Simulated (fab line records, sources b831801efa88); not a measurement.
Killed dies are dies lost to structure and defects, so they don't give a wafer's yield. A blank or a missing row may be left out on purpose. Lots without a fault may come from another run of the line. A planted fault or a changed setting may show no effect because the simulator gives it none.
Which tool did it? | flow sky130 | 6 lots, 18 wafers sampled, at 4 steps of a route of 708

WHAT THE GAUGES READ, wafer by wafer
SKY_PAD_OPEN_BOW_MEAS_13.
lot  | measured     | on            | PAD_OPEN_BOW (um)
L189 | day 45 17:29 | film_metro-03 | 52 51 55
L194 | day 47 02:55 | film_metro-03 | 23 37 31
L198 | day 48 04:02 | film_metro-04 | 37 34 60
L206 | day 50 02:50 | film_metro-01 | 41 34 36
L208 | day 50 08:23 | film_metro-04 | 52 38 42
L210 | day 50 22:14 | film_metro-01 | 52 39 51

WHICH TOOL RAN EACH LOT (tool, then ch and the chambers of the sampled wafers, then the start)
lot  | SKY_POLY_CUT_ETCH_11               | SKY_VIA4_ETCH_12                   | SKY_METAL5_METAL_ETCH_15
L189 | rie_diel-01 ch 0,2,3, day 24 08:59 | rie_diel-04 ch 2,3, day 42 19:02   | rie_metal-01 ch 0,1, day 43 19:35
L194 | rie_diel-01 ch 2,3, day 26 06:31   | rie_diel-01 ch 2,3, day 44 07:43   | rie_metal-01 ch 0,1, day 45 06:43
L198 | rie_diel-03 ch 2,3, day 28 05:13   | rie_diel-03 ch 0,1,3, day 45 18:29 | rie_metal-04 ch 0,1, day 46 15:43
L206 | rie_diel-04 ch 1,2,3, day 30 16:14 | rie_diel-04 ch 1,2, day 47 11:35   | rie_metal-02 ch 1, day 48 11:47
L208 | rie_diel-01 ch 0,2,3, day 30 23:55 | rie_diel-01 ch 0,2,3, day 47 21:28 | rie_metal-02 ch 0,1, day 48 18:25
L210 | rie_diel-04 ch 0,1,3, day 32 03:02 | rie_diel-01 ch 1,2,3, day 48 14:38 | rie_metal-02 ch 0,1, day 49 10:17
- SKY_POLY_CUT_ETCH_11: etches Si3N4 in CF4/CH2F2/Ar, stops on poly-Si, time 42.5 s, target depth 60 nm.
- SKY_VIA4_ETCH_12: etches SiO2 in C4F8/O2/Ar, stops on TiN, target depth 580 nm.
- SKY_METAL5_METAL_ETCH_15: etches the open film in Cl2/BCl3, stops on SiO2, target depth 1260 nm, time 252 s.

THE ANSWER, worked out from the rows above alone
Rule: what is usual is taken from the lots themselves. Put in order of their means at a reading, lots are off if they are a third of the lots or fewer, leave a main group of 4 or more, and stand apart from it by a gap of 3 or more times the standard deviation of the main group's means; of several such gaps the widest counts. A main group whose means are all the same, to the digits that the tables above print for the reading, isn't used. A lot without any number at a reading at which 4 lots or more have one is off too. The other lots that the step has rows for count as sound.
No lot is off at any reading shown: from this, nothing can be told.

WHAT THE SIMULATOR HAD PUT IN
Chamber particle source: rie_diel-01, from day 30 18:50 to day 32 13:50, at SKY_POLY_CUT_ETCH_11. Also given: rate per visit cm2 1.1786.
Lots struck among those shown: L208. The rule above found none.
